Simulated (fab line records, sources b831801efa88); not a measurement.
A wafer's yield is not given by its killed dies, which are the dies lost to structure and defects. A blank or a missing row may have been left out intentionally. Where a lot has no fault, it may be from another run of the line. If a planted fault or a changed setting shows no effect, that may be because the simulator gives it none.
Code-filled problem report in 8D (eight disciplines) form / flow gf180mcu / the parts of the form that need people (team, actions taken, sign-off) are left out

1. WHAT WENT WRONG
Wafers free of any fault read 600 nm (standard deviation 8.8) for V1_CVD_00_THK at GF_V1_THK_MEAS_01, against a mean of 301 nm on 6 wafers of 2 lots. That is -34 standard deviations from the usual mean.
The first sign was on wafer L713.3 at day 18 16:40, on film_metro-02. Wafers with a number at this step in the record: 36, from 12 lots. Rule for "out" (also "out of limits"): further than 4 standard deviations from the usual mean. The other wafers with a number count as sound.

2. WHAT IT IS, WHAT IT ISN'T
question=which readings at this step | is=V1_CVD_00_THK | is not=-
question=which lots | is=L713, L716 | is not=L708, L710, L715, L723, L724, L725, L726, L727, L728, L730
question=which wafers of those lots | is=all that have a number | is not=-
question=read on which gauges | is=film_metro-02 | is not=film_metro-01, film_metro-04
question=when | is=from day 18 16:40 | is not=up to then (6 sound wafers); but 24 sound wafers of L715, L723, L724, L725, L726, L727, L728, L730 came after

3. SUSPECTS, AND WHAT RULES EACH OUT
Counting: any tool at a process step up to the reading is kept as a suspect provided that every lot that is out went through it and no sound lot did after the first of them.
- ruled out: the gauge at GF_V1_THK_MEAS_01. All the wafers that are out were read on film_metro-02, but those of them that GF_V1_CVD_00 has rows for are out there too, on other tools.
- hdpcvd-02 at GF_V1_CVD_00 (deposits SiO2, target thk 600 nm, time 100 s): ruled out as a lasting fault. The sound lots L724, L725, L726, L727, L728, L730 went through it after L713, its earliest lot that is out (day 18 16:35).
Left after counting: nothing in the record.

4. THE CAUSE (what the simulator had put in)
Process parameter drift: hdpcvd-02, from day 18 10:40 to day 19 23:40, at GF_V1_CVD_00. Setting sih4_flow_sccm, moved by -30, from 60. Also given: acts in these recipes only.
It was ruled out by counting, in error; the rule expects a fault to strike all lots run on its tool from its start on, and this fault did not.

5. THE CHAIN OF EFFECTS, in route order
Each row: a reading where the mean over the struck wafers with a number is more than 3 standard deviations away from the usual. Only readings for which the record gives a usual standard deviation are gone through. hours: the time from each lot's start at the first step in this table that gives one to its start at this step, as a median over the lots. sigmas: the change in usual standard deviations.
hours=0; step=GF_V1_CVD_00; reading=sih4_flow_sccm; usual=60.00 sccm; on struck wafers=30.04; change=-29.96; sigmas=-99 or more
hours=0; step=GF_V1_THK_MEAS_01; reading=V1_CVD_00_THK; usual=600 nm; on struck wafers=301; change=-299; sigmas=-34
It contains these process steps:
- GF_V1_CVD_00: deposits SiO2, target thk 600 nm, time 100 s.

6. HOW IT WOULD HAVE BEEN CAUGHT EARLIER
The first out-of-limits reading at a measuring or inspecting step in this record came at day 18 16:40, 6 hours after the fault's start at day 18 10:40.
The tool's own readings at GF_V1_CVD_00 were out on every struck wafer that the step has a row for (sih4_flow_sccm): an alarm limit on them would have fired on the first of those.
